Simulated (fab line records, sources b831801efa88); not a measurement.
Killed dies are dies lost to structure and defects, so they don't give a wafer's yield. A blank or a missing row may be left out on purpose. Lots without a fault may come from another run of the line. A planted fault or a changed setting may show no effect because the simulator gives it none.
Which tool did it? | flow gf180mcu | 6 lots, 18 wafers sampled, at 2 steps of a route of 602

WHAT THE GAUGES READ, wafer by wafer
GF_POLY_GATE_THK_MEAS_01.
lot  | measured     | on            | POLY_GATE_CVD_00_THK (nm)
L989 | day 9 03:07  | film_metro-04 | 195.7 195.8 197.5
L992 | day 10 00:22 | film_metro-02 | 199.3 199.3 199.1
L997 | day 11 14:08 | film_metro-04 | 203.1 202.2 203.8
L103 | day 13 04:08 | film_metro-04 | 198.0 197.2 198.3
L107 | day 14 06:01 | film_metro-02 | 389.7 389.5 390.8 389.8 389.8 391.2
L110 | day 15 04:10 | film_metro-04 | 195.1 196.0 198.1

WHICH TOOL RAN EACH LOT (tool, then ch and the chambers of the sampled wafers, then the start)
lot  | GF_POLY_GATE_CVD_00
L989 | lpcvd-02 ch 0, day 9 01:07
L992 | lpcvd-02 ch 1, day 9 22:22
L997 | lpcvd-01 ch 0, day 11 12:47
L103 | lpcvd-02 ch 1, day 13 02:49
L107 | lpcvd-02 ch 1, day 14 04:40
L110 | lpcvd-01 ch 1, day 15 02:49
- GF_POLY_GATE_CVD_00: deposits poly-Si, target thk 200 nm, time 1200 s.

THE ANSWER, worked out from the rows above alone
Rule: what is usual is taken from the lots themselves. Put in order of their means at a reading, lots are off if they are a third of the lots or fewer, leave a main group of 4 or more, and stand apart from it by a gap of 3 or more times the standard deviation of the main group's means; of several such gaps the widest counts. A main group whose means are all the same, to the digits that the tables above print for the reading, isn't used. A lot without any number at a reading at which 4 lots or more have one is off too. The other lots that the step has rows for count as sound.
Off: L107, at GF_POLY_GATE_THK_MEAS_01 (POLY_GATE_CVD_00_THK). The main group: mean 198.6 nm, standard deviation 2.5.
A tool fits if, at a process step before that reading, it ran every lot that is off, and no sound lot after the first of them. The gauges at GF_POLY_GATE_THK_MEAS_01 are tried like those tools. Can't be told from this: 2 tools fit, lpcvd-02 at GF_POLY_GATE_CVD_00, film_metro-02 at GF_POLY_GATE_THK_MEAS_01.

WHAT THE SIMULATOR HAD PUT IN
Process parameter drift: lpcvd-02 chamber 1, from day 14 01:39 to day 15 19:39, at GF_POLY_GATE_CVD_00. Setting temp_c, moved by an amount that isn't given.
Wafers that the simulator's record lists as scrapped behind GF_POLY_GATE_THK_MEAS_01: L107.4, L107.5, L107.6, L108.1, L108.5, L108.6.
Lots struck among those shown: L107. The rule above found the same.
